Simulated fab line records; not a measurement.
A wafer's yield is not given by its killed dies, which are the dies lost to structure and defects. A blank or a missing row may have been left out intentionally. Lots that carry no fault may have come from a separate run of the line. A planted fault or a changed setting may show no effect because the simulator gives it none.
Struck lot and sound lot, side by side	flow sky130	38 out of 708 route steps
Sound: wafers L399.1, L399.2, L399.4. Wafers struck: L390.2, L390.3, L390.5. The cause comes at the end.
Per side, at each step with rows, come the tool, then ch with its chambers, and then its first start. Under that, the readings that differ: sound wafers	struck wafers	difference of the means	sigmas: that difference in standard deviations of wafers without a fault.
alike: same words and numbers on both sides, and readings whose means sit less than 2 such deviations apart. not compared: any withheld reading, any reading some wafer has no value for, any bound like >300 that may hide the same value, and any number with overlapping values for which the record gives no deviation.
A row with sigmas, a row that says differs or no value, or rows on one side alone: a step with any of these is where the two part. Non-overlapping numbers with no deviation appear without sigmas and do not part them. A reading missing from all wafers of one side parts the sides only when that side holds two or more wafers.

first, 10 steps without rows for these wafers: SKY_FIELD_ISO_STRIP_16 (strips in O2/N2); SKY_FIELD_ISO_ETCH_17 (etches Si in HBr/Cl2/O2, target depth 342 nm, time 97.7 s); SKY_FIELD_ISO_WET_ETCH_18 (etches Si3N4 in H3PO4, target depth 25 nm, time 286 s); SKY_FIELD_ISO_CLEAN_19 (cleans in SC1/SC2, time 150 s); SKY_FIELD_ISO_CLEAN_20 (cleans in dHF, time 20 s); SKY_FIELD_ISO_WET_ETCH_21 (etches SiO2 in dHF, target depth 20 nm, time 400 s); SKY_FIELD_ISO_OXIDATION_22 (stabilise 600 s, purge 300 s, target thk 10 nm); SKY_FIELD_ISO_CVD_24 (deposits SiO2, target thk 595 nm, time 99.2 s); SKY_FIELD_ISO_ANNEAL_26 (time 1800 s); SKY_FIELD_ISO_CMP_27 (polishes, stops on Si3N4, t overpolish 16 s, target thk 457.8 nm).
SKY_FIELD_ISO_WET_ETCH_28: etches SiO2 in dHF, target depth 23.7 nm, time 47 s.
  sound on wet bench-03 ch 2, day 5 16:42; struck on wet bench-01 ch 1, day 3 13:38
  no value came back on the struck wafers for bath heat duty pct (%), run length s (s); on the sound wafers bath heat duty pct (%) reads 5.7 7.3 6.4
reading	sound	struck	difference	sigmas
model.SiO2_of_FIELD_ISO_CVD_24.thk nm (nm)	433.4 433.8 433.8	458.6 459.8 459.2	+25.5	
then, 25 steps without rows for these wafers: SKY_FIELD_ISO_WET_ETCH_29 (etches Si3N4 in H3PO4, target depth 160 nm, time 1825 s); SKY_FIELD_ISO_WET_ETCH_30 (etches SiO2 in dHF, target depth 25 nm, time 50 s); SKY_NWELL_CLEAN_00 (cleans in SC1/SC2, time 150 s); SKY_NWELL_OXIDATION_01 (stabilise 600 s, purge 300 s, target thk 10 nm); SKY_DNWELL_DEHYDRATE_00 (time 60 s); SKY_DNWELL_HMDS_01 (prime time 60 s); SKY_DNWELL_COAT_02 (resist thk 3000 nm); SKY_DNWELL_SOFTBAKE_03; SKY_DNWELL_EXPOSE_04 (exposes mask DNM, target cd 3000 nm); SKY_DNWELL_PEB_05; SKY_DNWELL_DEVELOP_06 (develop time 60 s); SKY_DNWELL_IMPLANT_07; SKY_DNWELL_STRIP_08 (strips in O2/N2); SKY_PWDE_DEHYDRATE_00 (time 60 s); SKY_PWDE_HMDS_01 (prime time 60 s); SKY_PWDE_COAT_02 (resist thk 3000 nm); SKY_PWDE_SOFTBAKE_03; SKY_PWDE_EXPOSE_04 (exposes mask PWDEM, target cd 840 nm); SKY_PWDE_PEB_05; SKY_PWDE_DEVELOP_06 (develop time 60 s); SKY_PWDE_IMPLANT_08; SKY_PWDE_STRIP_09 (strips in O2/N2); SKY_NWELL_DEHYDRATE_03 (time 60 s); SKY_NWELL_HMDS_04 (prime time 60 s); SKY_NWELL_COAT_05 (resist thk 3000 nm).
-- the record jumps here: 27 days lie between the struck wafers' starts before and after (it left off in module NWELL and takes up again in module SALICIDE, whose first step shown is number 361 of the route) --
SKY_SALICIDE_CLEAN_00: cleans in HF-last, time 30 s.
  sound on wet bench-01 ch 3, day 33 10:50; struck on wet bench-01 ch 2, day 30 04:21
reading	sound	struck	difference	sigmas
model.SiO2_of_FIELD_ISO_CVD_24.thk nm (nm)	357 357.3 357.6	383.4 384.7 384.3	+26.8	
-- the record jumps here: 17 days lie between the struck wafers' starts before and after (it left off in module SALICIDE and takes up again in module PAD_OPEN, whose first step shown is number 708 of the route) --
SKY_PAD_OPEN_PROBE_99:
  struck on prober-01, day 47 06:16; sound on prober-02, day 49 16:36
reading	sound	struck	difference	sigmas
model.etest.res_p_drift_20v.line ohm um	1.193e+04 1.161e+04 1.098e+04	1.772e+04 1.562e+04 1.603e+04	+4.950e+03	
model.etest.res_p_drift_20v.rs ohm sq	9920 9626 9257	1.447e+04 1.317e+04 1.342e+04	+4.086e+03	
model.etest.pfet_16v.r on ohm um	1.556e+04 1.525e+04 1.514e+04	1.72e+04 1.66e+04 1.682e+04	+1.56e+03	
model.etest.res iso pwell.rs ohm sq	3203 3039 2913	4319 3913 4014	+1030	
model.etest.res iso pwell.line ohm um	1194 1138 1099	1659 1480 1534	+414	
model.etest.res nwell.line ohm um	1194 1176 1161	1314 1298 1306	+129	
model.etest.res nwell.rs ohm sq	1001 977.2 959.9	1121 1084 1104	+124	
model.etest.pfet_16v.drive ua um	237.8 244.2 244.2	217.4 229.7 224.6	-18.2	
  alike: killed_at_M0_to_M3, killed_at_M4_up, killed at contacts, killed at front end, killed at other, killed dies, killed open, killed short

WHERE THEY PART
At SKY_FIELD_ISO_WET_ETCH_28 and nowhere else, as far as this record goes. Later steps at which nothing parts them and some readings are alike: SKY_PAD_OPEN_PROBE_99.

WHY: the cause the simulator had injected
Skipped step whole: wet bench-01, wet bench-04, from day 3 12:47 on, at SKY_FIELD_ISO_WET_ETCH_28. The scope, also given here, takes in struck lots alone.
